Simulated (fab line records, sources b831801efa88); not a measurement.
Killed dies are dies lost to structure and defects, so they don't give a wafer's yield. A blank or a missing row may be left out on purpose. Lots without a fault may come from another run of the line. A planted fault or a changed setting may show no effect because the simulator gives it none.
Which tool did it? | flow sky130 | 10 lots, 30 wafers sampled, at 2 steps of a route of 708

WHAT THE GAUGES READ, wafer by wafer
SKY_VIA1_THK_MEAS_01.
lot  | measured     | on            | VIA1_HDPCVD_THK (nm)
L724 | day 33 05:27 | film_metro-02 | 1057 1065 1076
L730 | day 35 19:25 | film_metro-04 | 1085 1065 1069
L732 | day 35 22:09 | film_metro-04 | 1089 1087 1082
L731 | day 36 02:21 | film_metro-04 | 1076 1073 1082
L734 | day 36 14:17 | film_metro-03 | 1067 1080 1081
L733 | day 36 21:14 | film_metro-03 | 1083 1082 1081
L735 | day 36 23:30 | film_metro-03 | 1089 1080 1077
L743 | day 40 02:49 | film_metro-03 | 1069 1055 1074
L744 | day 40 03:08 | film_metro-04 | 1082 1085 1083
L745 | day 40 22:26 | film_metro-04 | 1079 1060 1072

WHICH TOOL RAN EACH LOT (tool, then ch and the chambers of the sampled wafers, then the start)
lot  | SKY_METAL1_DESCUM_17
L724 | rie_metal-03 ch 0,1, day 33 04:28
L730 | rie_metal-03 ch 0,1, day 35 18:28
L732 | rie_metal-04 ch 0, day 35 21:04
L731 | rie_metal-01 ch 0, day 36 01:16
L734 | rie_metal-03 ch 0, day 36 13:13
L733 | rie_metal-04 ch 0,1, day 36 20:16
L735 | rie_metal-03 ch 0, day 36 22:26
L743 | rie_metal-04 ch 0,1, day 40 01:55
L744 | rie_metal-03 ch 0,1, day 40 02:15
L745 | rie_metal-03 ch 0,1, day 40 21:28
- SKY_METAL1_DESCUM_17: chemistry O2, time 8 s.

THE ANSWER, worked out from the rows above alone
Rule: what is usual is taken from the lots themselves. Put in order of their means at a reading, lots are off if they are a third of the lots or fewer, leave a main group of 4 or more, and stand apart from it by a gap of 3 or more times the standard deviation of the main group's means; of several such gaps the widest counts. A main group whose means are all the same, to the digits that the tables above print for the reading, isn't used. A lot without any number at a reading at which 4 lots or more have one is off too. The other lots that the step has rows for count as sound.
No lot is off at any reading shown: from this, nothing can be told.

WHAT THE SIMULATOR HAD PUT IN
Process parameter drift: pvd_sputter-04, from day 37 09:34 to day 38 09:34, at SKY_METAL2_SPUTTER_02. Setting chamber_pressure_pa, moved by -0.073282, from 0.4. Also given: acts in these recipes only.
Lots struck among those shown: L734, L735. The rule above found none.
